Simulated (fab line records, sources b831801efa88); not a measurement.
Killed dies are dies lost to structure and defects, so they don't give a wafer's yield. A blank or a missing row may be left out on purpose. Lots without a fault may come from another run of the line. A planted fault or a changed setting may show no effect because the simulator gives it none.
Chamber matching | flow sky130 | SKY_LI_CONTACT_CMP_02 on cmp-02: 4 sister chambers
The step polishes PSG. 20 wafers are shown with their chamber, then 10 later ones without.

WAFERS WITH THEIR CHAMBER
wafer  | chamber | motor_current_A (A) | time_to_endpoint_s (s)
L075.4 | 0       | 14.2                | 33.3
L075.5 | 2       | 9.5                 | 35.1
L075.6 | 3       | 10.0                | 33.1
L078.3 | 0       | 13.5                | 26.9
L078.4 | 1       | 10.4                | 29.5
L078.5 | 0       | 13.2                | 31.0
L080.1 | 2       | 10.1                | 29.9
L080.3 | 3       | 10.9                | 30.9
L080.5 | 3       | 10.5                | 29.4
L082.3 | 2       | 9.6                 | 30.7
L082.4 | 0       | 14.1                | 27.2
L082.6 | 1       | 10.7                | 33.3
L083.1 | 2       | 10.3                | 30.5
L083.2 | 0       | 13.6                | 29.2
L083.6 | 0       | 13.3                | 27.9
L089.1 | 1       | 10.1                | 34.3
L089.4 | 3       | 10.7                | 29.2
L089.5 | 1       | 11.3                | 31.6
L090.2 | 3       | 10.7                | 29.1
L090.3 | 0       | 13.5                | 31.2

SIGNATURES (means of the wafers above)
reading            | chamber 0 | chamber 1 | chamber 2 | chamber 3 | scatter within a chamber
motor_current_A    | 13.629    | 10.625    | 9.875     | 10.560    | 0.402
time_to_endpoint_s | 29.529    | 32.175    | 31.550    | 30.340    | 2.18
Rule: a wafer's distance from a chamber is the root of the sum, over the readings, of the square of ((its reading less the chamber's mean) divided by the reading's scatter). The wafer belongs to the nearest chamber; if the next one is less than 2 further off, it can't be placed. The scatter: the root of (the sum of the squares of (reading less its chamber's mean) over the shown wafers, divided by (wafers less chambers)).

WAFERS WITHOUT THEIR CHAMBER
wafer  | motor_current_A (A) | time_to_endpoint_s (s)
L090.5 | 10.5                | 28.4
L091.1 | 13.1                | 28.2
L091.3 | 10.3                | 32.6
L091.5 | 11.1                | 31.6
L094.3 | 9.6                 | 30.4
L094.5 | 10.3                | 32.0
L094.6 | 10.8                | 31.0
L095.2 | 10.2                | 31.4
L095.4 | 10.6                | 31.0
L095.6 | 10.8                | 28.7

WHICH CHAMBER EACH WENT THROUGH
wafer  | from the rows above          | in truth
L090.5 | can't be placed: 3 or 1 or 2 | 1
L091.1 | 0                            | 0
L091.3 | can't be placed: 1 or 2 or 3 | 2
L091.5 | can't be placed: 1 or 3 or 2 | 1
L094.3 | can't be placed: 2 or 3 or 1 | 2
L094.5 | can't be placed: 1 or 3 or 2 | 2
L094.6 | can't be placed: 3 or 1 or 2 | 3
L095.2 | can't be placed: 2 or 3 or 1 | 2
L095.4 | can't be placed: 3 or 1 or 2 | 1
L095.6 | can't be placed: 3 or 1 or 2 | 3
Placed correctly: 1 of 10. Can't be placed from these rows: 9 (the true chamber is among the candidates in 9). Placed wrongly: 0.
